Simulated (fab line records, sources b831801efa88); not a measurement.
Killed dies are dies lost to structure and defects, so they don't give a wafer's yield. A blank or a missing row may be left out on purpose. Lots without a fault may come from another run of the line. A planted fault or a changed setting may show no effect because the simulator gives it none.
Which tool did it? | flow sfq_line | 14 lots, 42 wafers sampled, at 1 step of a route of 325

WHAT THE GAUGES READ, wafer by wafer
The record holds no reading of a measuring or inspecting step that can be judged against a usual standard deviation.

WHICH TOOL RAN EACH LOT (tool, then ch and the chambers of the sampled wafers, then the start)
lot  | SFQ_TRILAYER_M3_BARC_OPEN_METAL_ETCH_100
L707 | rie_metal-01 ch 0,1, day 25 23:09
L708 | rie_metal-01 ch 0,1, day 26 05:10
L709 | rie_metal-02 ch 0,1, day 26 23:25
L710 | rie_metal-02 ch 0,1, day 27 10:34
L712 | rie_metal-01 ch 0,1, day 29 08:34
L716 | rie_metal-04 ch 0,1, day 32 00:41
L718 | rie_metal-01 ch 1, day 33 00:45
L720 | rie_metal-01 ch 1, day 33 23:28
L721 | rie_metal-02 ch 0,1, day 34 04:15
L724 | rie_metal-04 ch 0,1, day 35 01:31
L725 | rie_metal-04 ch 0,1, day 35 06:19
L726 | rie_metal-04 ch 1, day 35 12:19
L729 | rie_metal-02 ch 0,1, day 36 02:43
L730 | rie_metal-04 ch 0,1, day 37 00:19
- SFQ_TRILAYER_M3_BARC_OPEN_METAL_ETCH_100: etches BARC in O2, target depth 125 nm, time 41.7 s.

WHAT THE TOOLS THEMSELVES READ (means of the sampled wafers that have a number; where no wafer has one, the mark that the record gives instead)
SFQ_TRILAYER_M3_BARC_OPEN_METAL_ETCH_100.
lot  | tool         | drypump_motor_current_A (A) | oes_product_au (a.u.) | run_length_s (s)
L707 | rie_metal-01 | 6.3                         | 0.686                 | 69.6
L708 | rie_metal-01 | 6.4                         | 0.687                 | 69.5
L709 | rie_metal-02 | 5.1                         | 0.685                 | 70.4
L710 | rie_metal-02 | 5.1                         | 0.680                 | 70.4
L712 | rie_metal-01 | 6.3                         | 0.686                 | 69.4
L716 | rie_metal-04 | 6.3                         | 0.687                 | 70.1
L718 | rie_metal-01 | 6.2                         | 0.870                 | 58.7
L720 | rie_metal-01 | 6.2                         | 0.866                 | 58.6
L721 | rie_metal-02 | 4.8                         | 0.686                 | 69.9
L724 | rie_metal-04 | 6.2                         | 0.689                 | 69.8
L725 | rie_metal-04 | 6.3                         | 0.684                 | 69.9
L726 | rie_metal-04 | 6.6                         | 0.684                 | 70.1
L729 | rie_metal-02 | 4.8                         | 0.683                 | 69.9
L730 | rie_metal-04 | 5.9                         | 0.685                 | 69.8

THE ANSWER, worked out from the rows above alone
Rule: what is usual is taken from the lots themselves. Put in order of their means at a reading, lots are off if they are a third of the lots or fewer, leave a main group of 4 or more, and stand apart from it by a gap of 3 or more times the standard deviation of the main group's means; of several such gaps the widest counts. A main group whose means are all the same, to the digits that the tables above print for the reading, isn't used. A lot without any number at a reading at which 4 lots or more have one is off too. The other lots that the step has rows for count as sound. The gauges are gone through in route order, then the tools' own readings, and for those a lot's mean is taken as printed above. The first step at which some lot is off is used, and at that step the reading that is off furthest; a lot without a number counts as furthest.
Off: L718, L720, at SFQ_TRILAYER_M3_BARC_OPEN_METAL_ETCH_100 (oes_product_au). The main group: mean 0.685 a.u., standard deviation 0.0022.
A tool fits if, at that step or a process step before it, it ran every lot that is off, and no sound lot after the first of them. One fits: rie_metal-01 at SFQ_TRILAYER_M3_BARC_OPEN_METAL_ETCH_100. Its last sound lot is L712 (day 29 08:34), its first lot that is off L718 (day 33 00:45): a fault that began between those two fits.
The tool's own readings at SFQ_TRILAYER_M3_BARC_OPEN_METAL_ETCH_100 bear it out: on the lots that are off they differ by more than 5 times the standard deviation of the sound lots' means. oes_product_au reads 0.868 a.u. there against 0.685 a.u. on the sound lots; run_length_s reads 58.7 s there against 69.9 s on the sound lots.

WHAT THE SIMULATOR HAD PUT IN
Process parameter drift: rie_metal-01, from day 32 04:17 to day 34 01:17, at SFQ_TRILAYER_M3_BARC_OPEN_METAL_ETCH_100. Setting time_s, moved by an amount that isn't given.
Lots struck among those shown: L718, L720. The rule above found the same.
